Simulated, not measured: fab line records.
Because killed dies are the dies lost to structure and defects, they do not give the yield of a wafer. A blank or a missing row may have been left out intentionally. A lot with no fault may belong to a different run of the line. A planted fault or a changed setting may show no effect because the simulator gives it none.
Problem report, 8D (eight disciplines) form, completed by code    flow gf180mcu    the parts of the form that need people (team, actions taken, sign-off) are left out

1. WHAT IS WRONG
Wafers without a fault read 468 s, standard deviation 4.2; runLengthS at GF_SAB_WET_ETCH_12 reads a mean of 368 s on 6 wafers belonging to 2 lots. Measured from the usual mean, that is -24 standard deviations.
The step: etches SiO2 in dHF, target depth 22 nm, time 440 s.
The first sign was on wafer L705.1 at day 17 07:50, on wetBench-01. The record has a number at this step for 42 wafers belonging to 14 lots. Rule for "out" (also "out of limits"): further than 4 standard deviations from the usual mean. All remaining wafers that have a number are taken as sound.

2. WHAT IT IS AND WHAT IT IS NOT
question                     is                      is not
which readings at this step  runLengthS              -
which lots                   L705, L707              L700, L701, L702, L703, L704, L706, L713, L714, L715, L719, L721, L722
which wafers of those lots   all that have a number  -
read on which tools          wetBench-01             wetBench-03, wetBench-04
when                         from day 17 07:50       up to then (15 sound wafers); but 21 sound wafers of L706, L713, L714, L715, L719, L721, L722 came after

3. WHAT RULES OUT EACH SUSPECT
Counting: a tool at any process step up to the reading remains a suspect when it ran all the lots that are out and ran no sound lot after the first of those.
- rieDiel-01 at GF_SAB_ETCH_11 (etches SiO2 in C4F8/O2/Ar, target depth 55 nm, time 8.5 s): ruled out as a lasting fault. Sound lots L706, L719, L722 ran on it after its first lot that is out, L705 (day 17 07:49).
- wetBench-01 at GF_SAB_WET_ETCH_12 (etches SiO2 in dHF, target depth 22 nm, time 440 s): ruled out as a lasting fault. Sound lots L719, L721, L722 ran on it after its first lot that is out, L705 (day 17 07:50).
Left after counting: nothing in the record.

4. THE CAUSE (what the simulator had put in)
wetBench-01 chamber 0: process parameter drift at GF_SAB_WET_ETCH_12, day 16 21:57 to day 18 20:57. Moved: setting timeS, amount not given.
Counting ruled it out, wrongly.

5. SEQUENCE OF EFFECTS, ordered by route
Rows list readings where the struck wafers' mean (over those with a number) sits beyond 3 standard deviations from the usual. Scope: only readings with a usual standard deviation given in the record; hours: median across lots of the time from each lot's start at the first step in this table that gives one to its start at this step; sigmas: change in usual standard deviations.
hours  step                reading     usual  on struck wafers  change  sigmas
0      GF_SAB_WET_ETCH_12  runLengthS  468 s  368               -100    -24
It contains these process steps:
- GF_SAB_WET_ETCH_12: etches SiO2 in dHF, target depth 22 nm, time 440 s.
Later measuring or inspecting steps at which every struck wafer that the step has a row for has a number for every such reading, and none has moved that far: GF_SALICIDE_THK_MEAS_05.

6. HOW IT WOULD HAVE BEEN CAUGHT EARLIER
In this record no reading fell out of limits until day 17 07:50, 10 hours after the fault had begun at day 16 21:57.
